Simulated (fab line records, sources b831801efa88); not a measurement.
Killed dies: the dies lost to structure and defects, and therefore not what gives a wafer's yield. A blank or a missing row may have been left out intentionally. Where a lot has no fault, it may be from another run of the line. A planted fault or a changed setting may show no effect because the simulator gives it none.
Chamber matching	flow gf180mcu	GF_V2_CMP_26 on cmp-02: 4 sister chambers
The step polishes, stops on SiO2, t overpolish 15 s, target thk 0 nm. 4 wafers are shown with their chamber, then 10 later ones without.

WAFERS, EACH WITH ITS CHAMBER
wafer	chamber	motor current A (A)
L087.5	0	10.1
L087.6	3	9.6
L088.1	2	10.7
L088.2	1	10.1

WAFERS MISSING THEIR CHAMBER
wafer	motor current A (A)
L088.3	10.3
L089.2	10.8
L089.3	10.1
L089.6	10.0
L092.2	10.1
L092.5	10.6
L092.6	11.2
L097.1	10.8
L097.3	9.9
L097.4	10.2

WHICH CHAMBER EACH WENT THROUGH
wafer	from the rows above	in truth
L088.3	can't be placed: 0 or 1 or 2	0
L089.2	2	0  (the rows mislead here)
L089.3	can't be placed: 0 or 1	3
L089.6	can't be placed: 0 or 1 or 3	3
L092.2	can't be placed: 0 or 1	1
L092.5	2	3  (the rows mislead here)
L092.6	2	2
L097.1	2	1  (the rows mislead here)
L097.3	can't be placed: 0 or 1 or 3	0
L097.4	can't be placed: 0 or 1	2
Placed correctly: 1 of 10. Cannot be placed on the basis of these rows: 6; the candidates contain the true chamber in 4. Placed wrongly: 3.
How it was worked out, from the rows above alone: a wafer's distance from a chamber is the root of the sum, over the readings, of the square of ((its reading less the chamber's mean) divided by the reading's scatter). The wafer belongs to the nearest chamber; if the next one is less than 2 further off, it can't be placed. A chamber's mean is the mean of its shown wafers. The scatter: with one shown wafer a chamber, the root of the mean of the squares of how far each hidden wafer lies from its nearest shown one.
